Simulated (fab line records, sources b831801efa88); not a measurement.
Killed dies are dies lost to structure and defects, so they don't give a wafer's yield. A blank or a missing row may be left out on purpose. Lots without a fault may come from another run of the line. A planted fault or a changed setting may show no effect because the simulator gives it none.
Chamber matching | flow sky130 | SKY_VIA3_CMP_02 on cmp-02: 4 sister chambers
The step polishes SiO2. 4 wafers are shown with their chamber, then 9 later ones without.

WAFERS WITH THEIR CHAMBER
wafer  | chamber | motor_current_A (A)
L680.5 | 1       | 11.8
L687.4 | 3       | 12.8
L688.4 | 0       | 13.5
L688.6 | 2       | 14.5

WAFERS WITHOUT THEIR CHAMBER
wafer  | motor_current_A (A)
L690.2 | 12.0
L690.3 | 11.4
L690.4 | 14.0
L696.1 | 11.7
L696.4 | 12.5
L696.6 | 12.8
L697.2 | 14.2
L697.5 | 12.6
L697.6 | 11.8

WHICH CHAMBER EACH WENT THROUGH
wafer  | from the rows above     | in truth
L690.2 | 1                       | 1
L690.3 | 1                       | 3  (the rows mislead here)
L690.4 | can't be placed: 0 or 2 | 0
L696.1 | 1                       | 1
L696.4 | can't be placed: 3 or 1 | 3
L696.6 | 3                       | 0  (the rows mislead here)
L697.2 | can't be placed: 2 or 0 | 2
L697.5 | 3                       | 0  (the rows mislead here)
L697.6 | 1                       | 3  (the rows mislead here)
Placed correctly: 2 of 9. Can't be placed from these rows: 3 (the true chamber is among the candidates in 3). Placed wrongly: 4.
How it was worked out, from the rows above alone: a wafer's distance from a chamber is the root of the sum, over the readings, of the square of ((its reading less the chamber's mean) divided by the reading's scatter). The wafer belongs to the nearest chamber; if the next one is less than 2 further off, it can't be placed. A chamber's mean is the mean of its shown wafers. The scatter: with one shown wafer a chamber, the root of the mean of the squares of how far each hidden wafer lies from its nearest shown one.
